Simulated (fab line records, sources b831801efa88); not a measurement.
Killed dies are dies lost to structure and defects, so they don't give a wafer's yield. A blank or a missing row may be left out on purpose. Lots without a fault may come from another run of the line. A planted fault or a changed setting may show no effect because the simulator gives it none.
Chamber matching | flow sky130 | SKY_VIA1_CMP_24 on cmp-01: 4 sister chambers
The step polishes, stops on SiO2, t overpolish 15 s, target thk 0 nm. 4 wafers are shown with their chamber, then 7 later ones without.

WAFERS WITH THEIR CHAMBER
wafer  | chamber | motor_current_A (A)
L567.6 | 1       | 11.7
L571.2 | 3       | 10.8
L573.1 | 2       | 12.5
L573.4 | 0       | 9.9

WAFERS WITHOUT THEIR CHAMBER
wafer  | motor_current_A (A)
L573.5 | 13.1
L575.1 | 10.8
L575.5 | 10.1
L575.6 | 10.9
L577.3 | 12.1
L577.4 | 11.7
L577.5 | 11.6

WHICH CHAMBER EACH WENT THROUGH
wafer  | from the rows above     | in truth
L573.5 | 2                       | 2
L575.1 | 3                       | 3
L575.5 | can't be placed: 0 or 3 | 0
L575.6 | 3                       | 3
L577.3 | can't be placed: 1 or 2 | 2
L577.4 | 1                       | 1
L577.5 | 1                       | 1
Placed correctly: 5 of 7. Can't be placed from these rows: 2 (the true chamber is among the candidates in 2). Placed wrongly: 0.
How it was worked out, from the rows above alone: a wafer's distance from a chamber is the root of the sum, over the readings, of the square of ((its reading less the chamber's mean) divided by the reading's scatter). The wafer belongs to the nearest chamber; if the next one is less than 2 further off, it can't be placed. A chamber's mean is the mean of its shown wafers. The scatter: with one shown wafer a chamber, the root of the mean of the squares of how far each hidden wafer lies from its nearest shown one.
